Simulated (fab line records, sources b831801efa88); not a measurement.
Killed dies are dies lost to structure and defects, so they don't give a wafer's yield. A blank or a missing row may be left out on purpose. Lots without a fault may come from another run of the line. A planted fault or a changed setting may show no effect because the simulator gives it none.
Which tool did it? | flow gf180mcu | 13 lots, 38 wafers sampled, at 1 step of a route of 602

WHAT THE GAUGES READ, wafer by wafer
GF_M5_OVL_MEAS_08.
lot  | measured     | on         | M5_OVL (nm)
L650 | day 26 21:50 | overlay-02 | 2 3 2
L651 | day 27 02:02 | overlay-01 | 3 5 9
L654 | day 28 01:21 | overlay-02 | -3 0 1
L655 | day 28 07:50 | overlay-02 | -2 0 2
L657 | day 29 02:31 | overlay-02 | 11 2 11
L658 | day 29 10:44 | overlay-01 | -2 10 3
L659 | day 29 12:58 | overlay-02 | -1 3 -2
L663 | day 30 21:17 | overlay-02 | -4 -2
L667 | day 32 02:17 | overlay-02 | 8 16 17
L668 | day 32 02:53 | overlay-02 | 3 -1 11
L671 | day 32 17:06 | overlay-02 | -1 1 6
L670 | day 32 19:05 | overlay-02 | 5 1 6
L672 | day 33 00:46 | overlay-01 | -5 3 0

WHICH TOOL RAN EACH LOT (tool, then ch and the chambers of the sampled wafers, then the start)
The record holds no process step before these readings.

WHAT THE TOOLS THEMSELVES READ (means of the sampled wafers that have a number; where no wafer has one, the mark that the record gives instead)
The record holds no such reading with a usual standard deviation.

THE ANSWER, worked out from the rows above alone
Rule: what is usual is taken from the lots themselves. Put in order of their means at a reading, lots are off if they are a third of the lots or fewer, leave a main group of 4 or more, and stand apart from it by a gap of 3 or more times the standard deviation of the main group's means; of several such gaps the widest counts. A main group whose means are all the same, to the digits that the tables above print for the reading, isn't used. A lot without any number at a reading at which 4 lots or more have one is off too. The other lots that the step has rows for count as sound. The gauges are gone through in route order, then the tools' own readings, and for those a lot's mean is taken as printed above. The first step at which some lot is off is used, and at that step the reading that is off furthest; a lot without a number counts as furthest.
No lot is off at any reading shown: from this, nothing can be told.

WHAT THE SIMULATOR HAD PUT IN
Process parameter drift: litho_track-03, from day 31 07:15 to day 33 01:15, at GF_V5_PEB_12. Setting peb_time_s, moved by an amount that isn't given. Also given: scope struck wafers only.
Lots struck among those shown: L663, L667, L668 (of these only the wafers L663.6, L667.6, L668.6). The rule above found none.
